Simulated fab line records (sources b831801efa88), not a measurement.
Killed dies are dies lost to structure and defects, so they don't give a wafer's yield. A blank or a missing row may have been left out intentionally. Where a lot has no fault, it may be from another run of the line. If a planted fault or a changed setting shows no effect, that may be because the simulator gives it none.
A struck lot beside a sound one    flow gf180mcu    44 out of 602 route steps
Sound: wafers L769.1, L769.3, L769.4. Struck: wafer L780.5; the same lot's L780.1 was not struck, so it is left out; see the end for the cause.
Order at every step that has rows: each side's tool, ch and its chambers, its first start. Under that, the readings that differ: sound wafers    struck wafers    difference of the means    sigmas: that difference in standard deviations of wafers without a fault.
alike: readings with means less than 2 such deviations apart, plus words and numbers identical on both sides. not compared: withheld readings, readings lacking a value on some wafer, bounds such as >300 that could conceal the same value, and numbers that have no deviation in the record and whose values overlap.
A row with sigmas, a row that says differs or no value, or rows on one side alone: a step with any of these is where the two part. Numbers that have no deviation but don't overlap get no sigmas and don't part them. A reading that every wafer of one side lacks parts them only if that side has two wafers or more.

first, 2 steps without rows for these wafers: GF_DNWELL_DEVELOP_06 (develop time 60 s); GF_DNWELL_IMPLANT_07.
GF_DNWELL_STRIP_08: strips in O2/N2.
  sound on plasma_asher-01 ch 0,1, day 3 17:25; struck on plasma_asher-02 ch 0, day 6 04:46
  alike: chamber_pressure_mTorr, drypump_motor_current_A, heater_power_w, oes_product_au, strip_time_to_endpoint_s
  not compared: rf_hours_counter_h
GF_DNWELL_TW_MEAS_09:
  sound on film_metro-02, day 3 17:31; struck on film_metro-03, day 6 04:52
  alike: DNWELL_TW
then, 7 steps without rows for these wafers: GF_NWELL_DEHYDRATE_00 (time 60 s); GF_NWELL_HMDS_01 (prime time 60 s); GF_NWELL_COAT_02 (resist thk 3000 nm); GF_NWELL_SOFTBAKE_03; GF_NWELL_EXPOSE_04 (exposes mask Nwell, target cd 860 nm); GF_NWELL_PEB_05; GF_NWELL_DEVELOP_06 (develop time 60 s).
GF_NWELL_OVL_MEAS_07:
  sound on overlay-01, day 4 06:34; struck on overlay-02, day 6 21:04
  alike: NWELL_OVL
GF_NWELL_IMPLANT_08:
  sound on implanter-03 ch 0, day 4 06:36; struck on implanter-01 ch 0, day 6 21:05
after that, 1 step had no rows for these wafers: GF_NWELL_IMPLANT_09.
GF_NWELL_STRIP_10: strips in O2/N2.
  sound on plasma_asher-03 ch 0,1, day 4 06:54; struck on plasma_asher-04 ch 0, day 6 21:23
reading                      sound        struck  difference  sigmas
drypump_motor_current_A (A)  6.2 5.4 6.2  5.2     -0.7        -2
  alike: chamber_pressure_mTorr, heater_power_w, oes_product_au, strip_time_to_endpoint_s
  not compared: rf_hours_counter_h
GF_NWELL_TW_MEAS_11:
  sound on film_metro-04, day 4 07:00; struck on film_metro-02, day 6 21:29
  alike: NWELL_TW
then, 7 steps without rows for these wafers: GF_LVPWELL_DEHYDRATE_00 (time 60 s); GF_LVPWELL_HMDS_01 (prime time 60 s); GF_LVPWELL_COAT_02 (resist thk 3000 nm); GF_LVPWELL_SOFTBAKE_03; GF_LVPWELL_EXPOSE_04 (exposes mask LVPWELL, target cd 600 nm); GF_LVPWELL_PEB_05; GF_LVPWELL_DEVELOP_06 (develop time 60 s).
GF_LVPWELL_OVL_MEAS_07:
  sound on overlay-01, day 4 20:31; struck on overlay-01, day 7 13:37
reading           sound        struck  difference  sigmas
LVPWELL_OVL (nm)  1.8 1.7 2.7  -2.2    -4.3        -3
then, 2 steps without rows for these wafers: GF_LVPWELL_IMPLANT_08; GF_LVPWELL_IMPLANT_09.
GF_LVPWELL_STRIP_10: strips in O2/N2.
  sound on plasma_asher-02 ch 0,1, day 4 20:50; struck on plasma_asher-02 ch 1, day 7 13:57
  alike: chamber_pressure_mTorr, drypump_motor_current_A, heater_power_w, oes_product_au, strip_time_to_endpoint_s
  not compared: rf_hours_counter_h
GF_LVPWELL_TW_MEAS_11:
  sound on film_metro-03, day 4 20:56; struck on film_metro-04, day 7 14:03
reading     sound        struck  difference  sigmas
LVPWELL_TW  552 549 551  561     +10         +2
then, 7 steps without rows for these wafers: GF_MVSD_DEHYDRATE_00 (time 60 s); GF_MVSD_HMDS_01 (prime time 60 s); GF_MVSD_COAT_02 (resist thk 3000 nm); GF_MVSD_SOFTBAKE_03; GF_MVSD_EXPOSE_04 (exposes mask MVSD, target cd 1000 nm); GF_MVSD_PEB_05; GF_MVSD_DEVELOP_06 (develop time 60 s).
GF_MVSD_OVL_MEAS_07:
  sound on overlay-02, day 5 10:49; struck on overlay-02, day 8 06:13
  alike: MVSD_OVL
then, 2 steps without rows for these wafers: GF_MVSD_IMPLANT_08; GF_MVSD_IMPLANT_09.
GF_MVSD_STRIP_10: strips in O2/N2.
  sound on plasma_asher-03 ch 0,1, day 5 11:09; struck on plasma_asher-03 ch 1, day 8 06:33
  alike: chamber_pressure_mTorr, drypump_motor_current_A, heater_power_w, oes_product_au, strip_time_to_endpoint_s
  not compared: rf_hours_counter_h
GF_MVSD_TW_MEAS_11:
  sound on film_metro-02, day 5 11:15; struck on film_metro-03, day 8 06:39
  alike: MVSD_TW
then, 2 steps without rows for these wafers: GF_MVPSD_DEHYDRATE_00 (time 60 s); GF_MVPSD_HMDS_01 (prime time 60 s).
-- the record jumps here: 4 days lie between the struck wafers' starts before and after --
GF_VT_IMPLANT_RS_MEAS_47: the measuring method here is four-point-probe.
  sound on film_metro-04, day 8 18:22; struck on film_metro-03, day 11 23:49
reading            sound              struck  difference  sigmas
NWELL_RS (ohm/sq)  489.9 490.0 487.8  504.9   +15.7       +12
-- the record jumps here: 21 days lie between the struck wafers' starts before and after --
GF_PASSIVATION_PROBE_99:
  record: rows for the struck wafers here (prober-01, day 33 11:41), none for the sound ones

== WHERE THEY PART ==
First at GF_NWELL_STRIP_10; last, within this record, at GF_PASSIVATION_PROBE_99.

WHY: what had been put in by the simulator
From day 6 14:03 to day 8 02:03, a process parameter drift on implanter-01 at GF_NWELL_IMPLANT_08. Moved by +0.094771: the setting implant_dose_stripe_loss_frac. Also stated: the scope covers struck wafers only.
